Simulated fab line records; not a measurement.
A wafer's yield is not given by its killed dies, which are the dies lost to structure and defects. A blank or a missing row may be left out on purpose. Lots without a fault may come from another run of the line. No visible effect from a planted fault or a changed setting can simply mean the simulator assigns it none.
fab line records	flow gf180mcu	part 2 of 2: steps 28 to 37 of 37
record: lots: 5	wafers: 15	last_day: 34
route steps=602 shown VT_IMPLANT@120 MVSD@136 NWELL@137 LVPWELL@138 MVPSD@139 DUAL_GATE@141
lots that met no fault: taken from a fault-free run of the same line
start_h: hours from the record's first day to the start of the lot's first wafer shown	wait_h: hours elapsed since this lot's preceding step	" identical to the entry in the row above	L1.1+2: several wafers, shown together as one row	- value missing, or start not given	* or withheld: withheld	< > ~ a bound
route shown NAME@n: a module of which the file shows steps, and the number in the route of the first	usual: mean and standard deviation over wafers with no fault	same: alike in all rows	chamber/n: place in a boat	sites: the reading at each site	_std_site: standard deviation of those values	_edge_site: the outer-site mean with the inner-site mean subtracted	radius_mm: for every site, how far away it sits from the centre of the wafer	mask NAME#n: copy n	behind: tool/chamber where the wafer was last shaped	hold: reason for holding the lot/hours on hold/outcome of the hold	device: the n, p or np transistor that did not switch	end of line: tests run on the same wafers once the route is complete	a step given without rows: its recipe and nothing more	killed: dies that structure and defects cost at the first sort, which is not the same as the wafer's yield	map: dies across one wafer; x = killed, . = not, _ = none there
set.NAME: the setting that was run; set.NAME@STEP: the one run at that earlier step	model.NAME: the simulator's own value behind a step, which no gauge read
lots at selected steps of the route; one table per step, one row per wafer
services: a tool's chamber out of use, with start hour (start_h, from the record's first day; less than 0 if before it), hours out, and reason
== steps ==
step: GF_DUAL_GATE_COAT_06
recipe: resist: NOVOLAK	spin_rpm: 3000	resist_thk_nm: 1000
usual: resist_line_temp_C: 23.00/0.12
lot.wafer	tool	chamber	start_h	wait_h	resist_line_temp_C
L074.1	litho_track-03	0	165.05	0.1	23.08
L074.2	"	0	"	"	23.05
L074.3	"	0	"	"	23.13
L077.2	litho_track-04	0	186.82	0.1	23.20
L077.3	"	0	"	"	23.14
L077.4	"	0	"	"	23.07
L087.1	litho_track-02	0	254.39	0.1	23.01
L087.2	"	0	"	"	22.93
L087.6	"	0	"	"	23.26
L095.1	litho_track-02	0	314.19	0.1	22.89
L095.2	"	0	"	"	23.01
L095.6	"	0	"	"	22.95
L097.1	litho_track-02	0	329.24	0.1	22.84
L097.3	"	0	"	"	23.06
L097.5	"	0	"	"	22.92
step: GF_DUAL_GATE_SOFTBAKE_07
recipe: temp_c: 90	time_s: 60	resist: NOVOLAK
usual: resist_line_temp_C: 22.99/0.099
same: time_s: 60
lot.wafer	tool	chamber	start_h	wait_h	resist_line_temp_C
L074.1	litho_track-03	0	165.20	0.1	23.02
L074.2	"	0	"	"	22.89
L074.3	"	0	"	"	22.94
L077.2	litho_track-04	0	186.97	0.1	23.06
L077.3	"	0	"	"	23.10
L077.4	"	0	"	"	23.07
L087.1	litho_track-02	0	254.54	0.1	22.95
L087.2	"	0	"	"	23.03
L087.6	"	0	"	"	23.00
L095.1	litho_track-02	0	314.34	0.1	22.98
L095.2	"	0	"	"	23.04
L095.6	"	0	"	"	23.09
L097.1	litho_track-02	0	329.39	0.1	23.03
L097.3	"	0	"	"	22.99
L097.5	"	0	"	"	23.15
step: GF_DUAL_GATE_EXPOSE_08
recipe: mask_id: Dualgate	target_cd_nm: 700	na: 0.6	source_shape: conventional	sigma_outer: 0.6	dose_mj: 140
lot.wafer	tool	chamber	start_h	wait_h	mask
L074.1+2+3	iline_stepper-02	0	-	-	Dualgate#0
L077.2+3+4	iline_stepper-01	0	-	-	Dualgate#0
L087.1+2+6	iline_stepper-01	0	-	-	Dualgate#0
L095.1+2+6	iline_stepper-01	0	-	-	Dualgate#0
L097.1+3+5	iline_stepper-01	0	-	-	Dualgate#0
step: GF_DUAL_GATE_PEB_09
recipe: temp_c: withheld	time_s: *	resist: NOVOLAK
usual: resist_line_temp_C: *
same: time_s: *
lot.wafer	tool	chamber	start_h	wait_h	resist_line_temp_C
L074.1	litho_track-04	0	-	-	*
L074.2	"	0	"	"	*
L074.3	"	0	"	"	*
L077.2	litho_track-04	0	-	-	*
L077.3	"	0	"	"	*
L077.4	"	0	"	"	*
L087.1	litho_track-03	0	-	-	*
L087.2	"	0	"	"	*
L087.6	"	0	"	"	*
L095.1	litho_track-03	0	-	-	*
L095.2	"	0	"	"	*
L095.6	"	0	"	"	*
L097.1	litho_track-03	0	-	-	*
L097.3	"	0	"	"	*
L097.5	"	0	"	"	*
step: GF_DUAL_GATE_DEVELOP_10
recipe: develop_time_s: 60	dev_temp_c: 23
usual: developer_temp_C: 23.00/0.095	resist_line_temp_C: 22.98/0.11
lot.wafer	tool	chamber	start_h	wait_h	developer_temp_C	resist_line_temp_C
L074.1	litho_track-04	0	173.50	0.1	23.06	22.82
L074.2	"	0	"	"	22.96	22.94
L074.3	"	0	"	"	23.00	22.84
L077.2	litho_track-04	0	195.02	0.1	22.99	23.00
L077.3	"	0	"	"	22.98	22.97
L077.4	"	0	"	"	22.94	22.93
L087.1	litho_track-03	0	263.90	0.1	23.05	22.83
L087.2	"	0	"	"	23.00	22.99
L087.6	"	0	"	"	22.91	23.04
L095.1	litho_track-03	0	324.85	0.1	22.85	22.86
L095.2	"	0	"	"	23.08	22.89
L095.6	"	0	"	"	22.98	22.81
L097.1	litho_track-03	0	340.00	0.1	22.92	23.11
L097.3	"	0	"	"	22.82	22.93
L097.5	"	0	"	"	22.95	23.00
step: GF_DUAL_GATE_OVL_MEAS_11
usual: DUAL_GATE_OVL: 0.3/1.5
lot.wafer	tool	chamber	start_h	wait_h	DUAL_GATE_OVL[nm]
L074.1	overlay-02	-	173.65	0.1	-0.2
L074.2	"	-	"	"	-1.0
L074.3	"	-	"	"	1.1
L077.2	overlay-01	-	195.15	0.1	-2.1
L077.3	"	-	"	"	-0.3
L077.4	"	-	"	"	-0.2
L087.1	overlay-02	-	264.05	0.1	0.4
L087.2	"	-	"	"	1.5
L087.6	"	-	"	"	0.3
L095.1	overlay-01	-	325.00	0.1	-2.3
L095.2	"	-	"	"	-1.5
L095.6	"	-	"	"	-1.9
L097.1	overlay-02	-	340.15	0.1	-0.2
L097.3	"	-	"	"	1.6
L097.5	"	-	"	"	-2.1
step: GF_DUAL_GATE_WET_ETCH_12
recipe: chemistry: dHF	target_depth_nm: 13	dry: n2_spin	target: SiO2	temp_c: 25	dilution: 100:1	time_s: 260
same: time_s: 260
lot.wafer	tool	chamber	start_h	wait_h
L074.1+2+3	wet_bench-01	1	173.68	0.0
L077.2+3+4	wet_bench-04	1	195.18	0.0
L087.1+2+6	wet_bench-04	2	264.08	0.0
L095.1+2+6	wet_bench-04	1	325.03	0.0
L097.1+3+5	wet_bench-04	2	340.18	0.0
step: GF_DUAL_GATE_STRIP_13
recipe: chemistry: O2/N2	power_w: 1400	pressure_mtorr: 1500	platen_temp_c: 250	o2_flow_sccm: 3000	n2_flow_sccm: 300	overash_fraction: 0.5
usual: drypump_motor_current_A: 5.9/0.53	heater_power_w: 327/36	n2_flow_sccm: 300.0/0.94	oes_product_au: 0.715/0.0043	strip_time_to_endpoint_s: 12.61/0.038
lot.wafer	tool	chamber	start_h	wait_h	drypump_motor_current_A	heater_power_w	n2_flow_sccm	oes_product_au	rf_hours_counter_h	strip_time_to_endpoint_s
L074.1	plasma_asher-01	1	173.76	0.0	5.6	394	299.3	0.715	55	12.57
L074.2	"	0	"	"	6.3	346	299.1	0.712	55	12.59
L074.3	"	1	"	"	5.6	407	299.5	0.709	-	12.58
L077.2	plasma_asher-04	0	195.27	0.0	5.9	276	298.8	0.720	41	12.61
L077.3	"	1	"	"	5.1	328	301.1	0.715	-	12.63
L077.4	"	0	"	"	5.9	282	298.2	0.715	-	12.61
L087.1	plasma_asher-01	1	264.16	0.0	5.6	396	299.5	0.722	65	12.60
L087.2	"	0	"	"	6.3	329	299.0	0.716	65	12.59
L087.6	"	0	"	"	6.3	335	299.9	0.711	-	12.60
L095.1	plasma_asher-01	0	325.11	0.0	6.3	342	300.5	0.716	72	12.66
L095.2	"	1	"	"	5.6	408	299.3	0.714	72	12.69
L095.6	"	0	"	"	6.3	331	300.3	0.718	-	12.66
L097.1	plasma_asher-04	0	340.26	0.0	5.9	268	300.4	0.718	56	12.68
L097.3	"	0	"	"	5.9	277	300.5	0.718	-	12.61
L097.5	"	0	"	"	5.9	275	300.2	0.710	-	12.63
step: GF_DUAL_GATE_CLEAN_14
recipe: chemistry: SC1/SC2	mix: 1:4:20	temp_c: 70	time_s: 150	dry: n2_spin
same: time_s: 150
lot.wafer	tool	chamber	start_h	wait_h
L074.1+2+3	wet_bench-03	0	173.86	0.1
L077.2+3+4	wet_bench-01	1	195.37	0.1
L087.1+2+6	wet_bench-01	1	264.26	0.1
L095.1+2+6	wet_bench-04	1	325.21	0.1
L097.1+3+5	wet_bench-03	2	340.36	0.1
step: GF_DUAL_GATE_OXIDATION_15
recipe: temp_c: 850	ambient: O2	stabilise_s: 600	purge_s: 300	target_thk_a: 70.98	ox_time_s: 1995
usual: ox_temp_c: 850.0/0.42
same: stabilise_s: 600
lot.wafer	tool	chamber	start_h	wait_h	ox_temp_c
L074.1	furnace-01	0	173.92	0.0	849.6
L074.2	"	0	"	"	849.5
L074.3	"	0	"	"	849.2
L077.2	furnace-02	0	195.43	0.0	849.3
L077.3	"	0	"	"	849.8
L077.4	"	0	"	"	849.5
L087.1	furnace-01	0	265.48	1.2	850.2
L087.2	"	0	"	"	850.1
L087.6	"	0	"	"	850.6
L095.1	furnace-01	0	326.71	1.4	849.6
L095.2	"	0	"	"	849.8
L095.6	"	0	"	"	849.4
L097.1	furnace-02	0	341.73	1.3	850.3
L097.3	"	0	"	"	850.7
L097.5	"	0	"	"	851.1
== services ==
tool	chamber	start_h	hours	kind
plasma_asher-02	-	119.67	28.1	pm
rtp_anneal-02	-	132.25	4.8	pm
implanter-01	-	135.21	1.6	repair
wet_bench-03	-	147.50	0.7	repair
plasma_asher-02	-	149.17	2.2	repair
implanter-04	-	170.36	2.0	repair
plasma_asher-03	-	178.55	2.1	repair
plasma_asher-02	-	183.16	8.9	repair
wet_bench-04	-	206.90	1.5	repair
implanter-04	-	221.34	2.7	repair
furnace-01	-	234.14	3.7	pm
iline_stepper-02	-	243.12	2.1	pm
implanter-01	-	246.39	6.3	pm
plasma_asher-01	-	249.89	1.5	repair
iline_stepper-02	-	254.28	1.7	pm
furnace-02	-	260.57	3.9	pm
implanter-03	-	264.11	1.2	repair
furnace-02	-	270.72	4.2	pm
iline_stepper-01	-	274.50	2.3	repair
furnace-01	-	275.92	3.7	pm
furnace-01	-	299.77	21.0	pm
iline_stepper-02	-	300.98	3.9	repair
iline_stepper-01	-	312.17	1.7	pm
implanter-03	-	330.95	14.7	pm
